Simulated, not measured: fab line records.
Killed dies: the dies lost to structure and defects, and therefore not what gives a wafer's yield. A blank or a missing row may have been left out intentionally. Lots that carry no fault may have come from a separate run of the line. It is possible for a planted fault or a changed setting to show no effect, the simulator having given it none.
A struck lot beside a sound one / flow sky130 / 15 steps out of a route of 708
Sound: wafers L137.1, L137.2, L137.4. The struck wafers were L144.2, L144.5. At the end, the cause is stated.
At each step with rows: each side's tool, then ch and its chambers, then its first start. Under that, the readings that differ: sound wafers / struck wafers / difference of the means / sigmas: that difference in standard deviations of wafers without a fault.
alike: a reading whose means differ by less than 2 such deviations, as well as words and numbers matching on both sides. not compared: withheld readings; readings where some wafer has no value; bounds like >300 that might hide an equal value; numbers whose values overlap and for which the record gives no deviation.
A row with sigmas, a row that says differs or no value, or rows on one side alone: a step with any of these is where the two part. When numbers do not overlap yet have no deviation, they are printed without sigmas and do not part them. Lack of a reading on every wafer of one side parts them only where that side has two or more wafers.

SKY_METAL1_STRIP_20: strips in O2/N2.
  sound on plasmaAsher-04 ch 0,1, day 35 17:32; struck on plasmaAsher-04 ch 0, day 37 21:59
  alike: drypumpMotorCurrentA, oesProductAu, stripTimeToEndpointS
  not compared: rfHoursCounterH
then, 4 steps without rows for these wafers: SKY_METAL1_STRIP_21 (strips in post etch residue remover, time 1200 s); SKY_METAL1_CLEAN_22 (cleans in IPA, time 180 s); SKY_METAL1_CLEAN_23 (cleans in O3/DIW); SKY_VIA1_HDPCVD_00 (deposits SiO2, target thk 1030 nm, time 171.7 s).
SKY_VIA1_THK_MEAS_01:
  sound on filmMetro-01 at day 35 18:17; struck on filmMetro-01 at day 37 22:48
  alike: VIA1_HDPCVD_THK
SKY_VIA1_CMP_02: polishes SiO2.
  sound on cmp-02 ch 1,2,3, day 35 18:23; struck on cmp-01 ch 1,2, day 37 22:57
  alike: motorCurrentA
SKY_VIA1_BOW_MEAS_03:
  sound on filmMetro-02 at day 35 18:38; struck on filmMetro-02 at day 37 23:11
  alike: VIA1_BOW
then, 4 steps without rows for these wafers: SKY_VIA1_DEHYDRATE_04 (time 60 s); SKY_VIA1_HMDS_05 (prime time 60 s); SKY_VIA1_COAT_06 (resist thk 60 nm); SKY_VIA1_COAT_07 (resist thk 450 nm).
SKY_VIA1_SOFTBAKE_08: time 90 s.
  sound on lithoTrack-01 ch 0, day 36 08:00; struck on lithoTrack-01 ch 0, day 38 11:00
reading=heaterPowerTotalW (W); sound=57.30 57.25 57.41; struck=56.88 56.76; difference=-0.50; sigmas=-4
reading=plateTempC (C); sound=99.86 100.07 99.77; struck=99.40 99.53; difference=-0.43; sigmas=-3
  alike: exhaustPa
then, 1 step without rows for these wafers: SKY_VIA1_EXPOSE_09 (exposes mask VIM, target cd 150 nm).
-- the record jumps here: 11 days lie between the struck wafers' starts before and after (it left off in module VIA1 and takes up again in module PAD_OPEN, whose first step shown is number 708 of the route) --
SKY_PAD_OPEN_PROBE_99:
  sound on prober-01 at day 48 01:22; struck on prober-02 at day 49 15:25
  alike: defectLimitedYield, killed_at_M0_to_M3, killed_at_M4_up, killedAtContacts, killedAtFrontEnd, killedAtOther, killedDies, killedOpen, killedShort, sort_bin_3_pad_short, sort_bin_5_function, sort_bin_6_memory, sortNPass, sortYieldPct

WHERE THEY PART
Only at SKY_VIA1_SOFTBAKE_08, within this record. Later steps at which nothing parts them and some readings are alike: SKY_PAD_OPEN_PROBE_99.

WHY: the cause the simulator had injected
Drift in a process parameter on lithoTrack-01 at SKY_VIA1_SOFTBAKE_08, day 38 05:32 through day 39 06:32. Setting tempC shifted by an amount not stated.
